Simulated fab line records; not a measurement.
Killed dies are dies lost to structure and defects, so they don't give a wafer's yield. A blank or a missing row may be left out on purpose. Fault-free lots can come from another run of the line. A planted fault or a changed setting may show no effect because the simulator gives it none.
fab line records | flow sky130 | part 1 of 2: steps 1 to 24 of 34
[record] lots = 5 | wafers = 15 | last-day = 49
route steps=708 shown POLY_GATE@222 LDD_N@237 LDD_P@255
lots untouched by any fault: they come from a run of this same line in which no faults occurred
start-h: start of the lot's first displayed wafer, in hours after the record's first day | wait-h: hours elapsed since this lot's preceding step | " the same as in the row above | L1.1+2: one row covering several wafers at once | - no value, or no start given | * or withheld: withheld | < > ~ a bound
route shown NAME@n: NAME is a module with steps in the file, n the number in the route of the first one | usual: the fault-free wafers' mean and standard deviation | same: alike in all rows | chamber/n: place in a boat | sites: readings site by site | _std_site: the values' standard deviation | _edge_site: mean of outer sites minus mean of inner sites | radius-mm: how far each site lies from the wafer's centre | mask NAME#n: copy n | behind: the most recent tool/chamber to have shaped the wafer | hold: why the lot went on hold/how many hours it stayed there/how the hold came to an end | device: which transistor (n, p or np) failed to switch | end of line: the tests these same wafers got at the end of their route | a step without rows: its recipe alone | killed: not the wafer's yield, but the dies lost to structure and defects at the first sort | map: the dies of a wafer, with x for killed, . for not killed, _ for no die there
set.NAME: the run value of the setting; set.NAME@STEP: its run value at that earlier step | model.NAME: the simulator's own value behind a step, which no gauge read
a table for each step, a row for each wafer; lots at some steps of the route
services: when a tool's chamber went out of use (start-h, in hours from the record's first day, below 0 if earlier), for how many hours, and the reason
[[steps]]
[step SKY_POLY_GATE_COAT_08]
[recipe] resist = KrF-thick | spin-rpm = 3000 | resist-thk-nm = 450
[usual] resist-line-temp-C = 23.02/0.11
lot.wafer | tool           | chamber | start-h | wait-h | resist-line-temp-C
L076.3    | litho-track-01 | 0       | -       | -      | 22.99
L076.4    | "              | 0       | "       | "      | 22.85
L076.5    | "              | 0       | "       | "      | 22.94
L078.3    | litho-track-02 | 0       | -       | -      | 22.97
L078.4    | "              | 0       | "       | "      | 23.04
L078.6    | "              | 0       | "       | "      | 22.82
L083.1    | litho-track-03 | 0       | -       | -      | 22.92
L083.4    | "              | 0       | "       | "      | 22.89
L083.6    | "              | 0       | "       | "      | 22.89
L088.1    | litho-track-02 | 0       | -       | -      | 23.10
L088.5    | "              | 0       | "       | "      | 22.93
L088.6    | "              | 0       | "       | "      | 23.07
L090.1    | litho-track-03 | 0       | -       | -      | 23.04
L090.2    | "              | 0       | "       | "      | 22.87
L090.3    | "              | 0       | "       | "      | 22.84
[step SKY_POLY_GATE_SOFTBAKE_09]
[recipe] temp-c = 100 | time-s = 90 | resist = KrF-thick
[usual] resist-line-temp-C = 22.99/0.088
lot.wafer | tool           | chamber | start-h | wait-h | resist-line-temp-C
L076.3    | litho-track-01 | 0       | -       | -      | 23.09
L076.4    | "              | 0       | "       | "      | 22.98
L076.5    | "              | 0       | "       | "      | 22.87
L078.3    | litho-track-02 | 0       | -       | -      | 22.89
L078.4    | "              | 0       | "       | "      | 23.02
L078.6    | "              | 0       | "       | "      | 23.12
L083.1    | litho-track-03 | 0       | -       | -      | 22.98
L083.4    | "              | 0       | "       | "      | 22.94
L083.6    | "              | 0       | "       | "      | 22.87
L088.1    | litho-track-02 | 0       | -       | -      | 23.01
L088.5    | "              | 0       | "       | "      | 23.17
L088.6    | "              | 0       | "       | "      | 23.24
L090.1    | litho-track-03 | 0       | -       | -      | 22.97
L090.2    | "              | 0       | "       | "      | 23.05
L090.3    | "              | 0       | "       | "      | 23.01
[step SKY_POLY_GATE_EXPOSE_10]
[recipe] mask-id = P1M | na = 0.68 | source-shape = conventional | sigma-outer = 0.6 | target-cd-nm = 150 | dose-mj = 28
[usual] exposure-dose-mJ-cm2 = 27.96/0.03
lot.wafer | tool           | chamber | start-h | wait-h | mask  | exposure-dose-mJ-cm2
L076.3    | krf-scanner-02 | 0       | -       | -      | P1M#0 | 27.95
L076.4    | "              | 0       | "       | "      | P1M#0 | 27.93
L076.5    | "              | 0       | "       | "      | P1M#0 | 27.94
L078.3    | krf-scanner-02 | 0       | -       | -      | P1M#0 | 27.95
L078.4    | "              | 0       | "       | "      | P1M#0 | 27.92
L078.6    | "              | 0       | "       | "      | P1M#0 | 27.93
L083.1    | krf-scanner-02 | 0       | -       | -      | P1M#0 | 27.95
L083.4    | "              | 0       | "       | "      | P1M#0 | 27.95
L083.6    | "              | 0       | "       | "      | P1M#0 | 27.96
L088.1    | krf-scanner-01 | 0       | -       | -      | P1M#0 | 27.90
L088.5    | "              | 0       | "       | "      | P1M#0 | 27.97
L088.6    | "              | 0       | "       | "      | P1M#0 | 27.93
L090.1    | krf-scanner-01 | 0       | -       | -      | P1M#0 | 27.96
L090.2    | "              | 0       | "       | "      | P1M#0 | 27.98
L090.3    | "              | 0       | "       | "      | P1M#0 | 27.96
[step SKY_POLY_GATE_PEB_11]
[recipe] peb-temp-c = withheld | peb-time-s = withheld | resist = KrF-thick
[usual] resist-line-temp-C = *
lot.wafer | tool           | chamber | start-h | wait-h | resist-line-temp-C
L076.3    | litho-track-03 | 0       | -       | -      | *
L076.4    | "              | 0       | "       | "      | *
L076.5    | "              | 0       | "       | "      | *
L078.3    | litho-track-03 | 0       | -       | -      | *
L078.4    | "              | 0       | "       | "      | *
L078.6    | "              | 0       | "       | "      | *
L083.1    | litho-track-01 | 0       | -       | -      | *
L083.4    | "              | 0       | "       | "      | *
L083.6    | "              | 0       | "       | "      | *
L088.1    | litho-track-03 | 0       | -       | -      | *
L088.5    | "              | 0       | "       | "      | *
L088.6    | "              | 0       | "       | "      | *
L090.1    | litho-track-02 | 0       | -       | -      | *
L090.2    | "              | 0       | "       | "      | *
L090.3    | "              | 0       | "       | "      | *
[step SKY_POLY_GATE_DEVELOP_12]
[recipe] develop-time-s = 60 | resist = KrF-thick | dev-temp-c = 21
[usual] resist-line-temp-C = 23.00/0.11
lot.wafer | tool           | chamber | start-h | wait-h | resist-line-temp-C
L076.3    | litho-track-03 | 0       | -       | -      | 23.10
L076.4    | "              | 0       | "       | "      | 23.13
L076.5    | "              | 0       | "       | "      | 23.08
L078.3    | litho-track-03 | 0       | -       | -      | 23.13
L078.4    | "              | 0       | "       | "      | 23.14
L078.6    | "              | 0       | "       | "      | 23.05
L083.1    | litho-track-01 | 0       | -       | -      | 22.85
L083.4    | "              | 0       | "       | "      | 22.83
L083.6    | "              | 0       | "       | "      | 23.03
L088.1    | litho-track-03 | 0       | -       | -      | 23.06
L088.5    | "              | 0       | "       | "      | 23.01
L088.6    | "              | 0       | "       | "      | 22.99
L090.1    | litho-track-02 | 0       | -       | -      | 23.24
L090.2    | "              | 0       | "       | "      | 23.24
L090.3    | "              | 0       | "       | "      | 22.99
[step SKY_POLY_GATE_CD_MEAS_13]
[recipe] target-cd-nm = 150
[usual] cd-nm = 149.7/1.2
lot.wafer | tool      | chamber | start-h | wait-h | cd-nm
L076.3    | cd-sem-02 | -       | 392.27  | -      | 149.9
L076.4    | "         | -       | "       | "      | 151.4
L076.5    | "         | -       | "       | "      | 151.1
L078.3    | cd-sem-02 | -       | 406.12  | -      | 149.1
L078.4    | "         | -       | "       | "      | 150.0
L078.6    | "         | -       | "       | "      | 150.2
L083.1    | cd-sem-02 | -       | 450.87  | -      | 148.9
L083.4    | "         | -       | "       | "      | 147.0
L083.6    | "         | -       | "       | "      | 146.3
L088.1    | cd-sem-01 | -       | 491.68  | -      | 151.6
L088.5    | "         | -       | "       | "      | 151.7
L088.6    | "         | -       | "       | "      | 150.2
L090.1    | cd-sem-01 | -       | 521.12  | -      | 149.9
L090.2    | "         | -       | "       | "      | 149.7
L090.3    | "         | -       | "       | "      | 149.0
[step SKY_POLY_GATE_OVL_MEAS_14]
[usual] POLY_GATE_OVL = 4/5.7
lot.wafer | tool       | chamber | start-h | wait-h | POLY_GATE_OVL[nm]
L076.3    | overlay-02 | -       | 392.37  | 0.1    | 0
L076.4    | "          | -       | "       | "      | 1
L076.5    | "          | -       | "       | "      | -1
L078.3    | overlay-01 | -       | 406.22  | 0.1    | 9
L078.4    | "          | -       | "       | "      | 14
L078.6    | "          | -       | "       | "      | 13
L083.1    | overlay-01 | -       | 450.99  | 0.1    | 3
L083.4    | "          | -       | "       | "      | 3
L083.6    | "          | -       | "       | "      | 2
L088.1    | overlay-02 | -       | 491.80  | 0.1    | 7
L088.5    | "          | -       | "       | "      | 2
L088.6    | "          | -       | "       | "      | -3
L090.1    | overlay-02 | -       | 521.24  | 0.1    | 15
L090.2    | "          | -       | "       | "      | 12
L090.3    | "          | -       | "       | "      | 12
[step SKY_POLY_GATE_ETCH_15]
[recipe] chemistry = N2/H2 | target = BARC | ion-energy-ev = 200 | source-w = 500 | bias-w = 100 | pressure-mtorr = 30 | n2-flow-sccm = 100 | h2-flow-sccm = 200 | stop-on = SiO2 | time-s = 118.5 | target-depth-a = 1100
[usual] drypump-motor-current-A = 5.7/0.48 | oes-product-au = 0.716/0.0045 | throttle-valve-pct = 13.213/0.0095
lot.wafer | tool        | chamber | start-h | wait-h | drypump-motor-current-A | oes-product-au | rf-hours-counter-h | throttle-valve-pct
L076.3    | rie-diel-02 | 3       | 392.39  | 0.0    | 6.6                     | 0.722          | 87                 | 13.217
L076.4    | "           | 0       | "       | "      | 6.1                     | 0.712          | 2                  | 13.217
L076.5    | "           | 0       | "       | "      | 6.1                     | 0.723          | -                  | 13.220
L078.3    | rie-diel-02 | 2       | 406.24  | 0.0    | 5.7                     | 0.718          | 1                  | 13.201
L078.4    | "           | 0       | "       | "      | 6.0                     | 0.721          | 3                  | 13.211
L078.6    | "           | 0       | "       | "      | 6.1                     | 0.717          | -                  | 13.220
L083.1    | rie-diel-02 | 0       | 451.03  | 0.0    | 6.1                     | 0.714          | 4                  | 13.227
L083.4    | "           | 0       | "       | "      | 6.1                     | 0.720          | -                  | 13.206
L083.6    | "           | 3       | "       | "      | 6.6                     | 0.721          | -                  | 13.201
L088.1    | rie-diel-04 | 2       | 491.84  | 0.0    | 5.1                     | 0.703          | 76                 | 13.214
L088.5    | "           | 2       | "       | "      | 5.2                     | 0.714          | -                  | 13.209
L088.6    | "           | 3       | "       | "      | 5.7                     | 0.712          | -                  | 13.209
L090.1    | rie-diel-03 | 2       | 521.27  | 0.0    | 5.7                     | 0.715          | 5                  | 13.205
L090.2    | "           | 3       | "       | "      | 5.4                     | 0.710          | 73                 | 13.214
L090.3    | "           | 1       | "       | "      | 4.7                     | 0.711          | 44                 | 13.205
[step SKY_POLY_GATE_ETCH_16]
[recipe] stop-on = poly-Si | chemistry = CH3F/O2 | target = Si3N4 | source-w = 400 | bias-w = 80 | pressure-mtorr = 25 | ch3f-flow-sccm = 40 | O2_flow_sccm = 30 | time-s = 147.5 | target-depth-a = 750
[usual] drypump-motor-current-A = 5.7/0.48 | oes-product-au = 0.640/0.0053 | throttle-valve-pct = 10.534/0.0099
lot.wafer | tool        | chamber | start-h | wait-h | drypump-motor-current-A | oes-product-au | rf-hours-counter-h | throttle-valve-pct
L076.3    | rie-diel-02 | 3       | 392.47  | 0.0    | 6.6                     | 0.642          | 87                 | 10.532
L076.4    | "           | 0       | "       | "      | 6.1                     | 0.644          | 2                  | 10.512
L076.5    | "           | 0       | "       | "      | 6.0                     | 0.642          | -                  | 10.524
L078.3    | rie-diel-02 | 2       | 406.32  | 0.0    | 5.7                     | 0.635          | 1                  | 10.531
L078.4    | "           | 0       | "       | "      | 6.0                     | 0.637          | 3                  | 10.536
L078.6    | "           | 0       | "       | "      | 6.0                     | 0.631          | -                  | 10.552
L083.1    | rie-diel-02 | 0       | 451.11  | 0.0    | 6.1                     | 0.639          | 4                  | 10.521
L083.4    | "           | 0       | "       | "      | 6.1                     | 0.635          | -                  | 10.545
L083.6    | "           | 3       | "       | "      | 6.6                     | 0.641          | -                  | 10.519
L088.1    | rie-diel-04 | 2       | 491.92  | 0.0    | 5.2                     | 0.644          | 76                 | 10.539
L088.5    | "           | 2       | "       | "      | 5.1                     | 0.634          | -                  | 10.555
L088.6    | "           | 3       | "       | "      | 5.7                     | 0.629          | -                  | 10.530
L090.1    | rie-diel-03 | 2       | 521.36  | 0.0    | 5.7                     | 0.646          | 5                  | 10.539
L090.2    | "           | 3       | "       | "      | 5.4                     | 0.636          | 73                 | 10.528
L090.3    | "           | 1       | "       | "      | 4.7                     | 0.640          | 44                 | 10.532
[step SKY_POLY_GATE_ETCH_17]
[recipe] target-depth-nm = 180 | stop-on = SiO2 | over-etch-frac = 0.56667 | chemistry = HBr/Cl2 | target = poly-Si | icp-w = 400 | bias-w = 100 | pressure-mtorr = 10 | HBr_flow_sccm = 150 | Cl2_flow_sccm = 50 | time-s = 70.5
[usual] drypump-motor-current-A = 5.7/0.33 | oes-product-au = 0.983/0.0076 | throttle-valve-pct = 33.685/0.0095
[same] over-etch-frac = 0.56667
lot.wafer | tool      | chamber | start-h | wait-h | drypump-motor-current-A | oes-product-au | rf-hours-counter-h | throttle-valve-pct
L076.3    | rie-si-02 | 1       | 392.57  | 0.0    | 5.9                     | 0.975          | 3                  | 33.680
L076.4    | "         | 2       | "       | "      | 6.0                     | 0.985          | 2                  | 33.682
L076.5    | "         | 2       | "       | "      | 5.9                     | 0.989          | -                  | 33.696
L078.3    | rie-si-01 | 0       | 406.42  | 0.0    | 5.9                     | 0.975          | 43                 | 33.687
L078.4    | "         | 2       | "       | "      | 5.3                     | 0.988          | 0                  | 33.698
L078.6    | "         | 1       | "       | "      | 5.7                     | 0.986          | -                  | 33.677
L083.1    | rie-si-01 | 1       | 451.21  | 0.0    | 5.7                     | 0.979          | 1                  | 33.706
L083.4    | "         | 0       | "       | "      | 5.9                     | 0.979          | 43                 | 33.696
L083.6    | "         | 2       | "       | "      | 5.3                     | 0.987          | -                  | 33.675
L088.1    | rie-si-01 | 0       | 492.02  | 0.0    | 5.9                     | 0.992          | 43                 | 33.692
L088.5    | "         | 2       | "       | "      | 5.3                     | 0.992          | -                  | 33.684
L088.6    | "         | 1       | "       | "      | 5.7                     | 0.993          | -                  | 33.675
L090.1    | rie-si-01 | 3       | 521.46  | 0.0    | 5.3                     | 0.979          | 37                 | 33.684
L090.2    | "         | 0       | "       | "      | 6.0                     | 0.985          | 43                 | 33.693
L090.3    | "         | 2       | "       | "      | 5.2                     | 0.979          | 1                  | 33.683
[step SKY_POLY_GATE_STRIP_18]
[recipe] chemistry = O2/N2 | power-w = 1400 | pressure-mtorr = 1500 | platen-temp-c = withheld | o2-flow-sccm = 3000 | n2-flow-sccm = 300 | overash-fraction = 0.5
[usual] drypump-motor-current-A = 5.52/0.19 | oes-product-au = 0.361/0.0049 | strip-time-to-endpoint-s = 3.17/0.034
lot.wafer | tool            | chamber | start-h | wait-h | drypump-motor-current-A | oes-product-au | rf-hours-counter-h | strip-time-to-endpoint-s
L076.3    | plasma-asher-03 | 0       | 392.66  | 0.1    | 5.58                    | 0.359          | -                  | 3.18
L076.4    | "               | 1       | "       | "      | 5.75                    | 0.363          | -                  | 3.21
L076.5    | "               | 1       | "       | "      | 5.74                    | 0.358          | -                  | 3.21
L078.3    | plasma-asher-04 | 1       | 406.51  | 0.1    | 5.20                    | 0.364          | -                  | 3.18
L078.4    | "               | 0       | "       | "      | 5.55                    | 0.359          | -                  | 3.21
L078.6    | "               | 0       | "       | "      | 5.55                    | 0.365          | -                  | 3.20
L083.1    | plasma-asher-03 | 1       | 451.26  | 0.0    | 5.71                    | 0.355          | 1                  | 3.18
L083.4    | "               | 0       | "       | "      | 5.59                    | 0.355          | -                  | 3.20
L083.6    | "               | 0       | "       | "      | 5.57                    | 0.351          | -                  | 3.12
L088.1    | plasma-asher-02 | 1       | 492.08  | 0.0    | 5.68                    | 0.353          | 80                 | 3.16
L088.5    | "               | 0       | "       | "      | 5.34                    | 0.359          | -                  | 3.10
L088.6    | "               | 1       | "       | "      | 5.69                    | 0.360          | -                  | 3.13
L090.1    | plasma-asher-03 | 1       | 521.51  | 0.0    | 5.73                    | 0.357          | 8                  | 3.16
L090.2    | "               | 0       | "       | "      | 5.56                    | 0.363          | 8                  | 3.18
L090.3    | "               | 0       | "       | "      | 5.57                    | 0.360          | -                  | 3.20
[step SKY_POLY_GATE_CLEAN_19]
[recipe] chemistry = SC1/SC2 | mix = 1:4:20 | temp-c = 70 | time-s = 150 | dry = n2-spin
lot.wafer  | tool         | chamber | start-h | wait-h
L076.3+4+5 | wet-bench-02 | 1       | 392.73  | 0.0
L078.3+4+6 | wet-bench-02 | 0       | 406.58  | 0.0
L083.1+4+6 | wet-bench-01 | 3       | 451.36  | 0.1
L088.1+5+6 | wet-bench-04 | 1       | 492.18  | 0.1
L090.1+2+3 | wet-bench-04 | 2       | 521.61  | 0.1
[step SKY_POLY_GATE_OXIDATION_20]
[recipe] temp-c = 850 | ambient = O2 | stabilise-s = 600 | purge-s = 300 | target-thk-a = 40 | ox-time-s = 899
[usual] ox-temp-c = 850.0/0.39
[same] stabilise-s = 600
lot.wafer | tool       | chamber | start-h | wait-h | ox-temp-c
L076.3    | furnace-02 | 0       | 395.38  | 2.6    | 849.4
L076.4    | "          | 0       | "       | "      | 849.9
L076.5    | "          | 0       | "       | "      | 849.4
L078.3    | furnace-01 | 0       | 407.74  | 1.1    | 850.1
L078.4    | "          | 0       | "       | "      | 850.6
L078.6    | "          | 0       | "       | "      | 850.9
L083.1    | furnace-01 | 0       | 451.41  | 0.0    | 849.3
L083.4    | "          | 0       | "       | "      | 849.8
L083.6    | "          | 0       | "       | "      | 850.2
L088.1    | furnace-02 | 0       | 493.45  | 1.2    | 850.3
L088.5    | "          | 0       | "       | "      | 850.2
L088.6    | "          | 0       | "       | "      | 850.1
L090.1    | furnace-01 | 0       | 522.10  | 0.4    | 849.9
L090.2    | "          | 0       | "       | "      | 850.4
L090.3    | "          | 0       | "       | "      | 849.5
[step SKY_POLY_GATE_THK_MEAS_21]
[recipe] reads = SiO2_of_POLY_GATE_OXIDATION_20
[usual] POLY_GATE_OXIDATION_THK = 4.00/0.072
lot.wafer | tool          | chamber | start-h | wait-h | POLY_GATE_OXIDATION_THK[nm]
L076.3    | film-metro-02 | -       | 396.65  | 0.0    | 4.06
L076.4    | "             | -       | "       | "      | 3.98
L076.5    | "             | -       | "       | "      | 3.93
L078.3    | film-metro-02 | -       | 409.01  | 0.0    | 3.88
L078.4    | "             | -       | "       | "      | 4.00
L078.6    | "             | -       | "       | "      | 3.92
L083.1    | film-metro-02 | -       | 452.66  | 0.0    | 3.93
L083.4    | "             | -       | "       | "      | 3.90
L083.6    | "             | -       | "       | "      | 4.00
L088.1    | film-metro-01 | -       | 494.70  | 0.0    | 4.03
L088.5    | "             | -       | "       | "      | 3.95
L088.6    | "             | -       | "       | "      | 4.03
L090.1    | film-metro-01 | -       | 523.35  | 0.0    | 4.01
L090.2    | "             | -       | "       | "      | 4.07
L090.3    | "             | -       | "       | "      | 4.08
[step SKY_POLY_GATE_CD_MEAS_22]
[usual] cd-nm = 149.7/1.6
lot.wafer | tool      | chamber | start-h | wait-h | cd-nm
L076.3    | cd-sem-01 | -       | 396.75  | 0.1    | 149.2
L076.4    | "         | -       | "       | "      | 149.5
L076.5    | "         | -       | "       | "      | 150.2
L078.3    | cd-sem-01 | -       | 409.11  | 0.1    | 147.0
L078.4    | "         | -       | "       | "      | 148.8
L078.6    | "         | -       | "       | "      | 149.8
L083.1    | cd-sem-01 | -       | 452.72  | 0.1    | 148.8
L083.4    | "         | -       | "       | "      | 146.0
L083.6    | "         | -       | "       | "      | 146.0
L088.1    | cd-sem-02 | -       | 494.76  | 0.1    | 152.3
L088.5    | "         | -       | "       | "      | 152.9
L088.6    | "         | -       | "       | "      | 150.0
L090.1    | cd-sem-01 | -       | 523.41  | 0.1    | 152.0
L090.2    | "         | -       | "       | "      | 151.1
L090.3    | "         | -       | "       | "      | 148.5
[step SKY_LDD_N_DEHYDRATE_00]
[recipe] temp-c = 200 | time-s = 60
[usual] resist-line-temp-C = 22.99/0.094
lot.wafer | tool           | chamber | start-h | wait-h | resist-line-temp-C
L076.3    | litho-track-03 | 0       | 410.88  | 14.1   | 23.04
L076.4    | "              | 0       | "       | "      | 22.91
L076.5    | "              | 0       | "       | "      | 23.05
L078.3    | litho-track-04 | 0       | 423.76  | 14.6   | 23.01
L078.4    | "              | 0       | "       | "      | 23.20
L078.6    | "              | 0       | "       | "      | 23.19
L083.1    | litho-track-03 | 0       | 467.08  | 14.3   | 23.06
L083.4    | "              | 0       | "       | "      | 23.03
L083.6    | "              | 0       | "       | "      | 23.05
L088.1    | litho-track-03 | 0       | 509.63  | 14.8   | 23.00
L088.5    | "              | 0       | "       | "      | 23.11
L088.6    | "              | 0       | "       | "      | 22.95
L090.1    | litho-track-04 | 0       | 538.21  | 14.8   | 23.01
L090.2    | "              | 0       | "       | "      | 22.82
L090.3    | "              | 0       | "       | "      | 22.90
[step SKY_LDD_N_HMDS_01]
[recipe] prime-time-s = 60 | prime-temp-c = 120
[usual] resist-line-temp-C = 23.02/0.12
lot.wafer | tool           | chamber | start-h | wait-h | resist-line-temp-C
L076.3    | litho-track-03 | 0       | 411.03  | 0.1    | 23.11
L076.4    | "              | 0       | "       | "      | 23.22
L076.5    | "              | 0       | "       | "      | 23.01
L078.3    | litho-track-04 | 0       | 423.91  | 0.1    | 22.97
L078.4    | "              | 0       | "       | "      | 22.90
L078.6    | "              | 0       | "       | "      | 22.93
L083.1    | litho-track-03 | 0       | 467.23  | 0.1    | 22.99
L083.4    | "              | 0       | "       | "      | 22.95
L083.6    | "              | 0       | "       | "      | 23.07
L088.1    | litho-track-03 | 0       | 509.78  | 0.1    | 22.84
L088.5    | "              | 0       | "       | "      | 22.87
L088.6    | "              | 0       | "       | "      | 22.85
L090.1    | litho-track-04 | 0       | 538.36  | 0.1    | 23.17
L090.2    | "              | 0       | "       | "      | 23.15
L090.3    | "              | 0       | "       | "      | 23.00
[step SKY_LDD_N_COAT_02]
[recipe] resist = NOVOLAK | spin-rpm = 3000 | resist-thk-nm = 300
[usual] resist-line-temp-C = 23.04/0.1
lot.wafer | tool           | chamber | start-h | wait-h | resist-line-temp-C
L076.3    | litho-track-03 | 0       | 411.18  | 0.1    | 23.39
L076.4    | "              | 0       | "       | "      | 23.20
L076.5    | "              | 0       | "       | "      | 23.28
L078.3    | litho-track-04 | 0       | 424.06  | 0.1    | 22.97
L078.4    | "              | 0       | "       | "      | 22.85
L078.6    | "              | 0       | "       | "      | 22.91
L083.1    | litho-track-03 | 0       | 467.38  | 0.1    | 22.89
L083.4    | "              | 0       | "       | "      | 22.96
L083.6    | "              | 0       | "       | "      | 23.11
L088.1    | litho-track-03 | 0       | 509.93  | 0.1    | 22.85
L088.5    | "              | 0       | "       | "      | 22.84
L088.6    | "              | 0       | "       | "      | 22.87
L090.1    | litho-track-04 | 0       | 538.51  | 0.1    | 22.89
L090.2    | "              | 0       | "       | "      | 22.96
L090.3    | "              | 0       | "       | "      | 22.98
[step SKY_LDD_N_SOFTBAKE_03]
[recipe] temp-c = 90 | time-s = 60 | resist = NOVOLAK
[usual] resist-line-temp-C = 23.00/0.095
lot.wafer | tool           | chamber | start-h | wait-h | resist-line-temp-C
L076.3    | litho-track-03 | 0       | 411.33  | 0.1    | 23.18
L076.4    | "              | 0       | "       | "      | 23.13
L076.5    | "              | 0       | "       | "      | 22.93
L078.3    | litho-track-04 | 0       | 424.21  | 0.1    | 22.97
L078.4    | "              | 0       | "       | "      | 23.14
L078.6    | "              | 0       | "       | "      | 23.11
L083.1    | litho-track-03 | 0       | 467.53  | 0.1    | 23.03
L083.4    | "              | 0       | "       | "      | 23.05
L083.6    | "              | 0       | "       | "      | 22.98
L088.1    | litho-track-03 | 0       | 510.08  | 0.1    | 23.01
L088.5    | "              | 0       | "       | "      | 23.05
L088.6    | "              | 0       | "       | "      | 22.90
L090.1    | litho-track-04 | 0       | 538.66  | 0.1    | 23.05
L090.2    | "              | 0       | "       | "      | 23.10
L090.3    | "              | 0       | "       | "      | 23.07
[step SKY_LDD_N_EXPOSE_04]
[recipe] mask-id = NTM | target-cd-nm = 840 | na = 0.6 | source-shape = conventional | sigma-outer = 0.6 | dose-mj = 110
[usual] exposure-dose-mJ-cm2 = 109.97/0.11
lot.wafer | tool             | chamber | start-h | wait-h | mask  | exposure-dose-mJ-cm2
L076.3    | iline-stepper-02 | 0       | -       | -      | NTM#0 | 110.03
L076.4    | "                | 0       | "       | "      | NTM#0 | 110.02
L076.5    | "                | 0       | "       | "      | NTM#0 | 110.16
L078.3    | iline-stepper-01 | 0       | -       | -      | NTM#0 | 110.01
L078.4    | "                | 0       | "       | "      | NTM#0 | 110.19
L078.6    | "                | 0       | "       | "      | NTM#0 | 110.14
L083.1    | iline-stepper-02 | 0       | -       | -      | NTM#0 | 109.67
L083.4    | "                | 0       | "       | "      | NTM#0 | 109.81
L083.6    | "                | 0       | "       | "      | NTM#0 | 109.93
L088.1    | iline-stepper-01 | 0       | -       | -      | NTM#0 | 110.05
L088.5    | "                | 0       | "       | "      | NTM#0 | 109.97
L088.6    | "                | 0       | "       | "      | NTM#0 | 110.02
L090.1    | iline-stepper-01 | 0       | -       | -      | NTM#0 | 110.13
L090.2    | "                | 0       | "       | "      | NTM#0 | 110.06
L090.3    | "                | 0       | "       | "      | NTM#0 | 110.06
[step SKY_LDD_N_PEB_05]
[recipe] temp-c = withheld | time-s = * | resist = NOVOLAK
[usual] resist-line-temp-C = *
lot.wafer | tool           | chamber | start-h | wait-h | resist-line-temp-C
L076.3    | litho-track-02 | 0       | -       | -      | *
L076.4    | "              | 0       | "       | "      | *
L076.5    | "              | 0       | "       | "      | *
L078.3    | litho-track-03 | 0       | -       | -      | *
L078.4    | "              | 0       | "       | "      | *
L078.6    | "              | 0       | "       | "      | *
L083.1    | litho-track-04 | 0       | -       | -      | *
L083.4    | "              | 0       | "       | "      | *
L083.6    | "              | 0       | "       | "      | *
L088.1    | litho-track-02 | 0       | -       | -      | *
L088.5    | "              | 0       | "       | "      | *
L088.6    | "              | 0       | "       | "      | *
L090.1    | litho-track-03 | 0       | -       | -      | *
L090.2    | "              | 0       | "       | "      | *
L090.3    | "              | 0       | "       | "      | *
[step SKY_LDD_N_DEVELOP_06]
[recipe] develop-time-s = 60 | dev-temp-c = 23
[usual] resist-line-temp-C = 22.99/0.092
lot.wafer | tool           | chamber | start-h | wait-h | resist-line-temp-C
L076.3    | litho-track-02 | 0       | 426.42  | 0.1    | 22.92
L076.4    | "              | 0       | "       | "      | 22.98
L076.5    | "              | 0       | "       | "      | 22.94
L078.3    | litho-track-03 | 0       | 438.93  | 0.1    | 22.92
L078.4    | "              | 0       | "       | "      | 23.00
L078.6    | "              | 0       | "       | "      | 22.96
L083.1    | litho-track-04 | 0       | 482.96  | 0.1    | 23.04
L083.4    | "              | 0       | "       | "      | 22.95
L083.6    | "              | 0       | "       | "      | 23.11
L088.1    | litho-track-02 | 0       | 524.97  | 0.1    | 22.93
L088.5    | "              | 0       | "       | "      | 23.11
L088.6    | "              | 0       | "       | "      | 22.98
L090.1    | litho-track-03 | 0       | 553.38  | 0.1    | 23.13
L090.2    | "              | 0       | "       | "      | 22.96
L090.3    | "              | 0       | "       | "      | 22.97
[step SKY_LDD_N_OVL_MEAS_07]
[usual] LDD_N_OVL = 0.5/1.4
lot.wafer | tool       | chamber | start-h | wait-h | LDD_N_OVL[nm]
L076.3    | overlay-01 | -       | 426.53  | 0.1    | 1.4
L076.4    | "          | -       | "       | "      | -0.5
L076.5    | "          | -       | "       | "      | -1.2
L078.3    | overlay-01 | -       | 439.04  | 0.1    | 1.6
L078.4    | "          | -       | "       | "      | 1.6
L078.6    | "          | -       | "       | "      | 2.6
L083.1    | overlay-02 | -       | 483.11  | 0.1    | 0.5
L083.4    | "          | -       | "       | "      | -1.4
L083.6    | "          | -       | "       | "      | 0.0
L088.1    | overlay-02 | -       | 525.12  | 0.1    | -1.3
L088.5    | "          | -       | "       | "      | -0.7
L088.6    | "          | -       | "       | "      | -0.3
L090.1    | overlay-01 | -       | 553.53  | 0.1    | 0.0
L090.2    | "          | -       | "       | "      | 0.4
L090.3    | "          | -       | "       | "      | -3.3
[step SKY_LDD_N_IMPLANT_08]
[recipe] species = As | energy-kev = 20 | dose-cm2 = 7.5e+13 | tilt-deg = withheld | rotation-deg = 23
[usual] beam-on-s = 10.00/0.21
lot.wafer | tool         | chamber | start-h | wait-h | beam-on-s
L076.3    | implanter-03 | 0       | 426.60  | 0.1    | 10.18
L076.4    | "            | 0       | "       | "      | 9.95
L076.5    | "            | 0       | "       | "      | 10.27
L078.3    | implanter-01 | 0       | 439.12  | 0.1    | 10.44
L078.4    | "            | 0       | "       | "      | 9.87
L078.6    | "            | 0       | "       | "      | 10.02
L083.1    | implanter-03 | 0       | 483.14  | 0.0    | 9.99
L083.4    | "            | 0       | "       | "      | 9.84
L083.6    | "            | 0       | "       | "      | 10.19
L088.1    | implanter-02 | 0       | 525.15  | 0.0    | 9.99
L088.5    | "            | 0       | "       | "      | 9.72
L088.6    | "            | 0       | "       | "      | 9.96
L090.1    | implanter-02 | 0       | 553.57  | 0.0    | 9.91
L090.2    | "            | 0       | "       | "      | 10.09
L090.3    | "            | 0       | "       | "      | 10.17
